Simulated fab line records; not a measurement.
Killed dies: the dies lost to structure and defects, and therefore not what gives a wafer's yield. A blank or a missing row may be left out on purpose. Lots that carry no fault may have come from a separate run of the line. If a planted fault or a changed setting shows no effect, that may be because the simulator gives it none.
fab line records	flow sfqLine	part 1 of 2: steps 1 to 25 of 34
record: lots: 5	wafers: 15	lastDay: 85
route steps=325 shown I5@236 C5@240 M6@251 I6@266
lots that met no fault: taken from a fault-free run of the same line
startH: start of the lot's first displayed wafer, in hours after the record's first day	waitH: hours elapsed since this lot's preceding step	" as in the row above	L1.1+2: a single row standing in for several wafers	- value missing, or start not given	* or withheld: withheld	< > ~ a bound
route shown NAME@n: names a module that has steps shown in the file, with the first one's number in the route	usual: mean/standard deviation of fault-free wafers	same: alike in all rows	chamber/n: place in a boat	sites: readings site by site	_std_site: the values' standard deviation	_edge_site: the outer-site mean with the inner-site mean subtracted	radiusMm: for every site, how far away it sits from the centre of the wafer	mask NAME#n: copy n	behind: the last tool/chamber to shape the wafer	hold: why the lot went on hold/how many hours it stayed there/how the hold came to an end	device: the transistor (n, p or np) that didn't switch	end of line: the route-end tests of the same wafers	a step without rows: its recipe alone	killed: the dies lost at the first sort to structure and to defects; this is not the yield of the wafer	map: per-die view of a wafer (x killed, . not killed, _ where there is no die)
set.NAME: setting as actually run; set.NAME@STEP: the setting as run at that earlier step	model.NAME: the simulator's own value behind a step, which no gauge read
certain route steps with their lots: each step a table, each wafer a row
services: from which hour (startH, from the record's first day; less than 0 if before it) a tool's chamber was out of use, for how many hours, and why
== steps ==
step: SFQ_TRILAYER_I5_BARC_OPEN_VIA_ETCH_200
recipe: maskMaterial: PR	chemistry: O2	targetDepthNm: 125	target: BARC	sourceW: 500	biasW: 80	pressureMtorr: 30	timeS: 41.7
usual: drypumpMotorCurrentA: 5.55/0.25	oesProductAu: 0.685/0.0043
lot.wafer	tool	chamber	startH	waitH	drypumpMotorCurrentA	oesProductAu	rfHoursCounterH
L081.2	rieDiel-04	1	1522.86	0.0	5.95	0.691	1
L081.3	"	3	"	"	5.38	0.685	18
L081.5	"	1	"	"	5.96	0.678	-
L088.1	rieDiel-04	3	1576.99	0.0	5.38	0.683	19
L088.2	"	1	"	"	5.95	0.687	2
L088.5	"	1	"	"	5.94	0.689	-
L090.1	rieDiel-04	1	1581.79	0.0	5.96	0.689	2
L090.4	"	3	"	"	5.36	0.679	19
L090.6	"	0	"	"	5.83	0.683	-
L092.4	rieDiel-01	1	1589.97	0.0	5.56	0.682	14
L092.5	"	1	"	"	5.56	0.681	-
L092.6	"	2	"	"	5.41	0.698	-
L093.1	rieDiel-04	2	1593.95	0.0	5.20	0.679	20
L093.2	"	3	"	"	5.38	0.677	19
L093.5	"	1	"	"	5.95	0.682	-
step: SFQ_TRILAYER_I5_ETCH_VIA_ETCH_147
recipe: stopOn: Nb	maskMaterial: PR	chemistry: CHF3	targetDepthNm: 360	sourceW: 500	biasW: 80	pressureMtorr: 30	timeS: withheld
usual: drypumpMotorCurrentA: 5.55/0.25	oesProductAu: 0.986/0.0076
lot.wafer	tool	chamber	startH	waitH	drypumpMotorCurrentA	oesProductAu
L081.2	rieDiel-04	1	1522.90	0.0	5.94	0.995
L081.3	"	3	"	"	5.36	0.987
L081.5	"	1	"	"	5.96	0.991
L088.1	rieDiel-04	3	1577.03	0.0	5.38	0.993
L088.2	"	1	"	"	5.97	0.989
L088.5	"	1	"	"	5.95	0.984
L090.1	rieDiel-04	1	1581.83	0.0	5.98	0.985
L090.4	"	3	"	"	5.37	0.987
L090.6	"	0	"	"	5.82	0.975
L092.4	rieDiel-01	1	1590.01	0.0	5.57	0.986
L092.5	"	1	"	"	5.56	0.976
L092.6	"	2	"	"	5.41	0.986
L093.1	rieDiel-04	2	1593.99	0.0	5.21	0.996
L093.2	"	3	"	"	5.37	0.989
L093.5	"	1	"	"	5.97	0.983
step: SFQ_TRILAYER_I5_STRIP_STRIP_148
recipe: gas: O2	powerW: 200	platenTempC: 40	overashFraction: 0.65	chemistry: O2	pressureMtorr: 50
usual: drypumpMotorCurrentA: 5.6/0.32	oesProductAu: 0.999/0.014
same: overashFraction: 0.65
lot.wafer	tool	chamber	startH	waitH	drypumpMotorCurrentA	oesProductAu	rfHoursCounterH
L081.2	rieMetal-04	0	1523.05	-	5.7	0.978	32
L081.3	"	1	"	"	5.5	0.994	-
L081.5	"	0	"	"	5.7	0.971	-
L088.1	rieMetal-01	1	1577.18	-	5.3	0.976	47
L088.2	"	0	"	"	5.6	1.019	38
L088.5	"	1	"	"	5.3	0.983	-
L090.1	rieMetal-04	0	1581.98	-	5.6	0.987	38
L090.4	"	1	"	"	5.5	0.992	-
L090.6	"	0	"	"	5.7	0.972	-
L092.4	rieMetal-02	0	1590.36	-	5.4	1.002	-
L092.5	"	0	"	"	5.4	1.008	-
L092.6	"	1	"	"	6.2	0.999	-
L093.1	rieMetal-01	1	1594.14	-	5.3	1.000	50
L093.2	"	0	"	"	5.6	1.018	41
L093.5	"	1	"	"	5.3	1.002	-
step: SFQ_TRILAYER_I5_STRIP_SOLV_CLEAN_149
recipe: chemistry: NMP	tempC: 70	timeS: 600
usual: bathGuardTempC: 70.0/0.48
lot.wafer	tool	chamber	startH	waitH	bathGuardTempC
L081.2	wetBench-04	1	1523.65	0.4	70.5
L081.3	"	6	"	"	69.8
L081.5	"	3	"	"	69.6
L088.1	wetBench-01	6	1577.78	0.4	70.7
L088.2	"	2	"	"	70.6
L088.5	"	7	"	"	69.3
L090.1	wetBench-02	5	1582.58	0.4	70.6
L090.4	"	7	"	"	70.0
L090.6	"	1	"	"	70.6
L092.4	wetBench-04	4	1590.76	0.2	69.2
L092.5	"	7	"	"	69.7
L092.6	"	2	"	"	70.8
L093.1	wetBench-01	3	1594.74	0.4	69.7
L093.2	"	2	"	"	70.8
L093.5	"	0	"	"	70.0
step: SFQ_TRILAYER_C5_LITHO_COAT_156
recipe: resist: BARC	spinRpm: 3000	resistThkNm: 62
usual: spinSpeedRpm: 2999.9/1.7
lot.wafer	tool	chamber	startH	waitH	spinSpeedRpm
L081.2	lithoTrack-01	0	1523.90	0.1	2996.6
L081.3	"	0	"	"	3000.0
L081.5	"	0	"	"	3000.1
L088.1	lithoTrack-02	0	1577.95	0.0	2999.3
L088.2	"	0	"	"	2998.5
L088.5	"	0	"	"	3001.5
L090.1	lithoTrack-02	0	1582.77	0.0	3000.4
L090.4	"	0	"	"	2995.8
L090.6	"	0	"	"	2999.8
L092.4	lithoTrack-02	0	1591.14	0.2	3001.1
L092.5	"	0	"	"	2999.7
L092.6	"	0	"	"	3000.5
L093.1	lithoTrack-01	0	1594.98	0.0	3000.1
L093.2	"	0	"	"	3003.2
L093.5	"	0	"	"	3000.3
step: SFQ_TRILAYER_C5_LITHO_COAT_151
recipe: resist: KrF	spinRpm: 3000	resistThkNm: 650
usual: spinSpeedRpm: 2999.8/2
lot.wafer	tool	chamber	startH	waitH	spinSpeedRpm
L081.2	lithoTrack-01	0	1524.20	0.2	2997.3
L081.3	"	0	"	"	2997.2
L081.5	"	0	"	"	2999.4
L088.1	lithoTrack-02	0	1578.25	0.2	2997.3
L088.2	"	0	"	"	2997.0
L088.5	"	0	"	"	2998.6
L090.1	lithoTrack-02	0	1583.07	0.2	3001.9
L090.4	"	0	"	"	3001.4
L090.6	"	0	"	"	3002.4
L092.4	lithoTrack-02	0	1591.44	0.2	3000.3
L092.5	"	0	"	"	2999.9
L092.6	"	0	"	"	3001.7
L093.1	lithoTrack-01	0	1595.28	0.2	3000.1
L093.2	"	0	"	"	3002.0
L093.5	"	0	"	"	3002.7
step: SFQ_TRILAYER_C5_LITHO_SOFTBAKE_155
recipe: tempC: withheld	timeS: withheld	resist: KrF
lot.wafer	tool	chamber	startH	waitH
L081.2+3+5	lithoTrack-01	0	1524.47	0.2
L088.1+2+5	lithoTrack-02	0	1578.55	0.2
L090.1+4+6	lithoTrack-02	0	1583.37	0.2
L092.4+5+6	lithoTrack-02	0	1591.67	0.2
L093.1+2+5	lithoTrack-01	0	1595.58	0.2
step: SFQ_TRILAYER_C5_LITHO_EXPOSE_152
recipe: maskId: C5	na: 0.6	sourceShape: conventional	sigmaOuter: 0.65	targetCdNm: 500	doseMj: 21.3
lot.wafer	tool	chamber	startH	waitH	mask
L081.2+3+5	krfScanner-02	0	1524.80	-	C5#0
L088.1+2+5	krfScanner-01	0	1579.44	-	C5#0
L090.1+4+6	krfScanner-02	0	1592.13	-	C5#0
L092.4+5+6	krfScanner-02	0	1595.13	-	C5#0
L093.1+2+5	krfScanner-02	0	1595.73	-	C5#0
step: SFQ_TRILAYER_C5_LITHO_PEB_154
recipe: pebTempC: 115	pebTimeS: 60	resist: KrF
usual: plateTempC: 114.98/0.12
lot.wafer	tool	chamber	startH	waitH	plateTempC
L081.2	lithoTrack-01	0	1525.82	0.8	115.00
L081.3	"	0	"	"	115.06
L081.5	"	0	"	"	115.02
L088.1	lithoTrack-04	0	1580.64	1.0	114.87
L088.2	"	0	"	"	114.80
L088.5	"	0	"	"	114.82
L090.1	lithoTrack-02	0	1593.33	1.0	114.95
L090.4	"	0	"	"	114.97
L090.6	"	0	"	"	115.01
L092.4	lithoTrack-02	0	1595.80	0.5	114.99
L092.5	"	0	"	"	115.14
L092.6	"	0	"	"	115.12
L093.1	lithoTrack-04	0	1596.93	1.0	114.99
L093.2	"	0	"	"	115.08
L093.5	"	0	"	"	115.06
step: SFQ_TRILAYER_C5_LITHO_DEVELOP_153
recipe: timeS: 60	resist: KrF
lot.wafer	tool	chamber	startH	waitH
L081.2+3+5	lithoTrack-01	0	1525.97	0.1
L088.1+2+5	lithoTrack-04	0	1580.79	0.1
L090.1+4+6	lithoTrack-02	0	1593.48	0.1
L092.4+5+6	lithoTrack-02	0	1595.95	0.1
L093.1+2+5	lithoTrack-04	0	1597.08	0.1
step: SFQ_C5_OVL_MEAS_937
usual: C5_OVL: 1/4.9
lot.wafer	tool	chamber	startH	waitH	C5_OVL[nm]
L081.2	overlay-02	-	1526.10	0.1	-1
L081.3	"	-	"	"	-8
L081.5	"	-	"	"	-1
L088.1	overlay-02	-	1580.94	0.1	3
L088.2	"	-	"	"	1
L088.5	"	-	"	"	0
L090.1	overlay-01	-	1593.63	0.1	0
L090.4	"	-	"	"	8
L090.6	"	-	"	"	6
L092.4	overlay-01	-	1596.05	0.1	-3
L092.5	"	-	"	"	4
L092.6	"	-	"	"	0
L093.1	overlay-01	-	1597.23	0.1	-3
L093.2	"	-	"	"	-4
L093.5	"	-	"	"	-10
step: SFQ_TRILAYER_C5_BARC_OPEN_VIA_ETCH_210
recipe: maskMaterial: PR	chemistry: O2	targetDepthNm: 125	target: BARC	sourceW: 500	biasW: 80	pressureMtorr: 30	timeS: 41.7
usual: drypumpMotorCurrentA: 5.5/0.33	oesProductAu: 0.684/0.0047
lot.wafer	tool	chamber	startH	waitH	drypumpMotorCurrentA	oesProductAu	rfHoursCounterH
L081.2	rieDiel-01	2	1526.13	0.0	5.4	0.686	16
L081.3	"	1	"	"	5.6	0.677	13
L081.5	"	1	"	"	5.6	0.683	-
L088.1	rieDiel-03	3	1580.98	0.0	5.1	0.681	11
L088.2	"	0	"	"	5.8	0.687	17
L088.5	"	0	"	"	5.9	0.683	-
L090.1	rieDiel-01	1	1593.67	0.0	5.6	0.677	14
L090.4	"	2	"	"	5.4	0.678	18
L090.6	"	1	"	"	5.6	0.680	-
L092.4	rieDiel-01	1	1596.07	0.0	5.5	0.685	14
L092.5	"	3	"	"	5.6	0.683	-
L092.6	"	2	"	"	5.4	0.683	-
L093.1	rieDiel-02	0	1597.27	0.0	5.5	0.680	1
L093.2	"	2	"	"	5.5	0.682	17
L093.5	"	0	"	"	5.5	0.696	-
step: SFQ_TRILAYER_C5_ETCH_VIA_ETCH_154
recipe: target: SiO2	maskMaterial: PR	chemistry: CHF3	targetDepthNm: 84	sourceW: 500	biasW: 80	pressureMtorr: 30	timeS: withheld	stopOn: Nb
usual: drypumpMotorCurrentA: 5.5/0.33	oesProductAu: 0.894/0.0084
lot.wafer	tool	chamber	startH	waitH	drypumpMotorCurrentA	oesProductAu
L081.2	rieDiel-01	2	1526.17	0.0	5.4	0.897
L081.3	"	1	"	"	5.6	0.884
L081.5	"	1	"	"	5.6	0.898
L088.1	rieDiel-03	3	1581.02	0.0	5.1	0.880
L088.2	"	0	"	"	5.9	0.886
L088.5	"	0	"	"	5.8	0.886
L090.1	rieDiel-01	1	1593.71	0.0	5.5	0.895
L090.4	"	2	"	"	5.4	0.897
L090.6	"	1	"	"	5.6	0.904
L092.4	rieDiel-01	1	1596.11	0.0	5.5	0.903
L092.5	"	3	"	"	5.6	0.904
L092.6	"	2	"	"	5.4	0.891
L093.1	rieDiel-02	0	1597.31	0.0	5.5	0.894
L093.2	"	2	"	"	5.5	0.888
L093.5	"	0	"	"	5.5	0.908
step: SFQ_TRILAYER_C5_STRIP_STRIP_155
recipe: gas: O2	powerW: 200	platenTempC: 40	overashFraction: 0.65	chemistry: O2	pressureMtorr: 50
usual: drypumpMotorCurrentA: 6.0/0.42	oesProductAu: 0.998/0.013
same: overashFraction: 0.65
lot.wafer	tool	chamber	startH	waitH	drypumpMotorCurrentA	oesProductAu	rfHoursCounterH
L081.2	rieMetal-03	0	1526.22	-	6.2	0.997	47
L081.3	"	0	"	"	6.2	1.003	-
L081.5	"	0	"	"	6.2	1.011	-
L088.1	rieMetal-03	1	1581.07	-	6.6	1.013	145
L088.2	"	0	"	"	6.2	1.009	54
L088.5	"	0	"	"	6.2	1.010	-
L090.1	rieMetal-04	1	1593.75	-	5.6	0.994	71
L090.4	"	0	"	"	5.7	0.976	-
L090.6	"	0	"	"	5.7	0.970	-
L092.4	rieMetal-04	0	1596.35	-	5.7	0.982	-
L092.5	"	0	"	"	5.7	0.981	-
L092.6	"	1	"	"	5.6	1.001	-
L093.1	rieMetal-03	0	1597.35	-	6.2	1.001	56
L093.2	"	1	"	"	6.6	1.000	147
L093.5	"	1	"	"	6.6	1.003	-
step: SFQ_TRILAYER_C5_STRIP_SOLV_CLEAN_156
recipe: chemistry: NMP	tempC: 70	timeS: 600
usual: bathGuardTempC: 69.9/0.5
lot.wafer	tool	chamber	startH	waitH	bathGuardTempC
L081.2	wetBench-03	7	1526.82	0.4	68.9
L081.3	"	0	"	"	69.9
L081.5	"	2	"	"	69.3
L088.1	wetBench-03	2	1581.67	0.4	69.5
L088.2	"	3	"	"	70.3
L088.5	"	6	"	"	70.0
L090.1	wetBench-02	6	1594.35	0.4	70.0
L090.4	"	3	"	"	69.2
L090.6	"	7	"	"	70.4
L092.4	wetBench-02	1	1596.75	0.2	69.8
L092.5	"	4	"	"	70.1
L092.6	"	2	"	"	70.5
L093.1	wetBench-03	0	1597.95	0.4	69.5
L093.2	"	4	"	"	69.9
L093.5	"	7	"	"	68.9
step: SFQ_TRILAYER_M6_DEP_PRE_CLEAN_158
recipe: gas: Ar	timeS: 22.5	biasV: 250
lot.wafer	tool	chamber	startH	waitH
L081.2+3+5	pvdSputter-06	-	1526.99	0.0
L088.1+2+5	pvdSputter-03	-	1581.84	0.0
L090.1+4+6	pvdSputter-06	-	1594.53	0.0
L092.4+5+6	pvdSputter-05	-	1596.93	0.0
L093.1+2+5	pvdSputter-06	-	1598.13	0.0
step: SFQ_TRILAYER_M6_DEP_SPUTTER_157
recipe: material: Nb	basePressurePa: 1.33e-06	chamberPressurePa: 0.1333	substrateTempC: 20	targetThkNm: 200	powerW: 2000	timeS: 133.3
usual: chamberPressurePa: 0.13326/0.00025	substrateTempC: 19.99/0.096	throttleValvePct: 29.3/0.81
lot.wafer	tool	chamber	startH	waitH	chamberPressurePa	substrateTempC	throttleValvePct
L081.2	pvdSputter-06	-	1527.02	0.0	0.13274	19.85	30.2
L081.3	"	-	"	"	0.1339	19.99	27.7
L081.5	"	-	"	"	0.13335	19.91	30.0
L088.1	pvdSputter-03	-	1581.87	0.0	0.13317	19.92	30.5
L088.2	"	-	"	"	0.13265	20.08	30.1
L088.5	"	-	"	"	0.13357	20.14	28.7
L090.1	pvdSputter-06	-	1594.56	0.0	0.13321	19.89	29.6
L090.4	"	-	"	"	0.13344	20.08	29.2
L090.6	"	-	"	"	0.13307	19.82	27.7
L092.4	pvdSputter-05	-	1596.96	0.0	0.13334	19.97	29.9
L092.5	"	-	"	"	0.13367	20.00	28.8
L092.6	"	-	"	"	0.13339	19.97	29.7
L093.1	pvdSputter-06	-	1598.16	0.0	0.13338	19.88	29.9
L093.2	"	-	"	"	0.1334	20.02	29.2
L093.5	"	-	"	"	0.13349	19.94	30.1
step: SFQ_M6_RS_MEAS_938
recipe: thkMeasGauge: four-point-probe	reads: Nb_of_TRILAYER_M6_DEP_SPUTTER_157
usual: M6_NB_RS: 0.882/0.012
lot.wafer	tool	chamber	startH	waitH	M6_NB_RS[ohm/sq]
L081.2	filmMetro-04	-	1527.13	0.1	0.886
L081.3	"	-	"	"	0.874
L081.5	"	-	"	"	0.895
L088.1	filmMetro-02	-	1581.96	0.0	0.905
L088.2	"	-	"	"	0.898
L088.5	"	-	"	"	0.896
L090.1	filmMetro-04	-	1594.65	0.0	0.856
L090.4	"	-	"	"	0.881
L090.6	"	-	"	"	0.873
L092.4	filmMetro-01	-	1597.11	0.1	0.898
L092.5	"	-	"	"	0.890
L092.6	"	-	"	"	0.894
L093.1	filmMetro-04	-	1598.25	0.0	0.863
L093.2	"	-	"	"	0.880
L093.5	"	-	"	"	0.891
step: SFQ_TRILAYER_M6_LITHO_COAT_164
recipe: resist: BARC	spinRpm: 3000	resistThkNm: 62
usual: spinSpeedRpm: 2999.9/1.8
lot.wafer	tool	chamber	startH	waitH	spinSpeedRpm
L081.2	lithoTrack-02	0	1527.34	0.1	2999.6
L081.3	"	0	"	"	2997.4
L081.5	"	0	"	"	2997.4
L088.1	lithoTrack-01	0	1582.14	0.1	3000.8
L088.2	"	0	"	"	3003.5
L088.5	"	0	"	"	3000.9
L090.1	lithoTrack-03	0	1594.83	0.1	2996.0
L090.4	"	0	"	"	2999.1
L090.6	"	0	"	"	3000.6
L092.4	lithoTrack-03	0	1597.46	0.3	3000.4
L092.5	"	0	"	"	2998.3
L092.6	"	0	"	"	3002.4
L093.1	lithoTrack-03	0	1598.43	0.1	2999.8
L093.2	"	0	"	"	3000.5
L093.5	"	0	"	"	2996.9
step: SFQ_TRILAYER_M6_LITHO_COAT_159
recipe: resist: KrF	spinRpm: 3000	resistThkNm: 600
usual: spinSpeedRpm: 3000.0/1.9
lot.wafer	tool	chamber	startH	waitH	spinSpeedRpm
L081.2	lithoTrack-02	0	1527.64	0.2	3001.1
L081.3	"	0	"	"	3002.8
L081.5	"	0	"	"	3001.6
L088.1	lithoTrack-01	0	1582.44	0.2	3003.2
L088.2	"	0	"	"	3000.8
L088.5	"	0	"	"	2998.8
L090.1	lithoTrack-03	0	1595.13	0.2	2995.2
L090.4	"	0	"	"	2997.1
L090.6	"	0	"	"	2999.1
L092.4	lithoTrack-03	0	1597.76	0.2	3000.0
L092.5	"	0	"	"	2998.9
L092.6	"	0	"	"	2999.1
L093.1	lithoTrack-03	0	1598.73	0.2	3001.1
L093.2	"	0	"	"	2996.2
L093.5	"	0	"	"	3002.1
step: SFQ_TRILAYER_M6_LITHO_SOFTBAKE_163
recipe: tempC: withheld	timeS: withheld	resist: KrF
lot.wafer	tool	chamber	startH	waitH
L081.2+3+5	lithoTrack-02	0	1527.92	0.2
L088.1+2+5	lithoTrack-01	0	1582.74	0.2
L090.1+4+6	lithoTrack-03	0	1595.43	0.2
L092.4+5+6	lithoTrack-03	0	1597.99	0.2
L093.1+2+5	lithoTrack-03	0	1599.03	0.2
step: SFQ_TRILAYER_M6_LITHO_EXPOSE_160
recipe: maskId: M6	na: 0.6	sourceShape: conventional	sigmaOuter: 0.65	targetCdNm: 500	doseMj: 14.4
lot.wafer	tool	chamber	startH	waitH	mask
L081.2+3+5	krfScanner-02	0	1641.73	-	M6#0
L088.1+2+5	krfScanner-01	0	1698.06	-	M6#0
L090.1+4+6	krfScanner-01	0	1706.46	-	M6#0
L092.4+5+6	krfScanner-01	0	1711.86	-	M6#0
L093.1+2+5	krfScanner-02	0	1712.58	-	M6#0
step: SFQ_TRILAYER_M6_LITHO_PEB_162
recipe: pebTempC: 115	pebTimeS: 60	resist: KrF
usual: plateTempC: 115.01/0.15
lot.wafer	tool	chamber	startH	waitH	plateTempC
L081.2	lithoTrack-02	0	1642.76	0.8	115.11
L081.3	"	0	"	"	114.94
L081.5	"	0	"	"	114.99
L088.1	lithoTrack-01	0	1699.26	1.0	114.81
L088.2	"	0	"	"	114.76
L088.5	"	0	"	"	114.99
L090.1	lithoTrack-02	0	1707.66	1.0	115.15
L090.4	"	0	"	"	115.12
L090.6	"	0	"	"	114.94
L092.4	lithoTrack-03	0	1712.53	0.5	114.78
L092.5	"	0	"	"	115.01
L092.6	"	0	"	"	114.83
L093.1	lithoTrack-03	0	1713.78	1.0	114.95
L093.2	"	0	"	"	115.15
L093.5	"	0	"	"	114.83
step: SFQ_TRILAYER_M6_LITHO_DEVELOP_161
recipe: timeS: 60	resist: KrF
lot.wafer	tool	chamber	startH	waitH
L081.2+3+5	lithoTrack-02	0	1642.91	0.1
L088.1+2+5	lithoTrack-01	0	1699.41	0.1
L090.1+4+6	lithoTrack-02	0	1707.81	0.1
L092.4+5+6	lithoTrack-03	0	1712.68	0.1
L093.1+2+5	lithoTrack-03	0	1713.93	0.1
step: SFQ_M6_OVL_MEAS_940
usual: M6_OVL: -2/5.1
lot.wafer	tool	chamber	startH	waitH	M6_OVL[nm]
L081.2	overlay-01	-	1643.04	0.1	1
L081.3	"	-	"	"	-1
L081.5	"	-	"	"	-5
L088.1	overlay-01	-	1699.56	0.1	-3
L088.2	"	-	"	"	-4
L088.5	"	-	"	"	-5
L090.1	overlay-02	-	1707.96	0.1	-13
L090.4	"	-	"	"	-13
L090.6	"	-	"	"	-10
L092.4	overlay-02	-	1712.77	0.1	-8
L092.5	"	-	"	"	-3
L092.6	"	-	"	"	-2
L093.1	overlay-02	-	1714.08	0.1	1
L093.2	"	-	"	"	-3
L093.5	"	-	"	"	4
